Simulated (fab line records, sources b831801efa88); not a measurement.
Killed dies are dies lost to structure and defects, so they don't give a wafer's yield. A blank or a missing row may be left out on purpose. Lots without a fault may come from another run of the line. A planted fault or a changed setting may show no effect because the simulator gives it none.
Chamber matching | flow gf180mcu | GF_V4_CMP_04 on cmp-02: 4 sister chambers
The step polishes SiO2. 24 wafers are shown with their chamber, then 12 later ones without.

WAFERS WITH THEIR CHAMBER
wafer  | chamber | motor_current_A (A) | time_to_endpoint_s (s) | retaining_ring_pressure_frac
L131.2 | 1       | 10.8                | 79                     | 1.005
L131.3 | 0       | 13.3                | 81                     | 0.999
L131.6 | 0       | 13.9                | 81                     | 1.008
L132.2 | 1       | 10.6                | 84                     | 0.990
L132.3 | 2       | 10.3                | 81                     | 0.999
L132.4 | 3       | 13.5                | 81                     | 1.004
L133.1 | 0       | 14.2                | 71                     | 0.998
L133.5 | 1       | 9.7                 | 86                     | 0.993
L133.6 | 0       | 14.2                | 77                     | 0.995
L134.3 | 3       | 12.4                | 81                     | 1.005
L134.4 | 1       | 10.2                | 93                     | 0.999
L134.6 | 2       | 11.0                | 83                     | 0.993
L135.2 | 0       | 13.6                | 76                     | 1.002
L135.4 | 2       | 11.3                | 81                     | 1.008
L135.6 | 2       | 11.7                | 85                     | 0.998
L137.3 | 0       | 13.6                | 73                     | 1.002
L137.4 | 2       | 11.6                | 81                     | 0.994
L137.5 | 3       | 12.3                | 77                     | 1.010
L139.2 | 0       | 13.4                | 78                     | 1.006
L139.3 | 2       | 11.2                | 80                     | 0.998
L139.5 | 0       | 14.2                | 79                     | 1.005
L140.2 | 3       | 12.3                | 83                     | 1.002
L140.3 | 2       | 11.2                | 85                     | 1.007
L140.6 | 1       | 10.5                | 85                     | 0.998

SIGNATURES (means of the wafers above)
reading                      | chamber 0 | chamber 1 | chamber 2 | chamber 3 | scatter within a chamber
motor_current_A              | 13.800    | 10.360    | 11.186    | 12.625    | 0.448
time_to_endpoint_s           | 77.00     | 85.40     | 82.29     | 80.50     | 3.43
retaining_ring_pressure_frac | 1.00188   | 0.99700   | 0.99957   | 1.00525   | 0.00505
Rule: a wafer's distance from a chamber is the root of the sum, over the readings, of the square of ((its reading less the chamber's mean) divided by the reading's scatter). The wafer belongs to the nearest chamber; if the next one is less than 2 further off, it can't be placed. The scatter: the root of (the sum of the squares of (reading less its chamber's mean) over the shown wafers, divided by (wafers less chambers)).

WAFERS WITHOUT THEIR CHAMBER
wafer  | motor_current_A (A) | time_to_endpoint_s (s) | retaining_ring_pressure_frac
L141.3 | 10.2                | 81                     | 0.998
L141.5 | 12.5                | 82                     | 0.994
L141.6 | 14.0                | 82                     | 1.001
L143.1 | 13.7                | 70                     | 1.000
L143.5 | 14.2                | 81                     | 1.000
L143.6 | 12.0                | 83                     | 0.988
L150.1 | 10.3                | 91                     | 0.996
L150.3 | 10.9                | 86                     | 0.995
L150.5 | 10.0                | 90                     | 0.998
L152.2 | 12.6                | 81                     | 1.004
L152.5 | 11.6                | 87                     | 1.000
L152.6 | 9.8                 | 85                     | 1.000

WHICH CHAMBER EACH WENT THROUGH
wafer  | from the rows above          | in truth
L141.3 | can't be placed: 1 or 2      | 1
L141.5 | can't be placed: 3 or 2 or 0 | 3
L141.6 | can't be placed: 0 or 3      | 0
L143.1 | can't be placed: 0 or 3      | 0
L143.5 | 0                            | 0
L143.6 | can't be placed: 2 or 3 or 1 | 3
L150.1 | can't be placed: 1 or 2      | 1
L150.3 | can't be placed: 1 or 2      | 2
L150.5 | can't be placed: 1 or 2      | 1
L152.2 | 3                            | 3
L152.5 | can't be placed: 2 or 1 or 3 | 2
L152.6 | can't be placed: 1 or 2      | 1
Placed correctly: 2 of 12. Can't be placed from these rows: 10 (the true chamber is among the candidates in 10). Placed wrongly: 0.
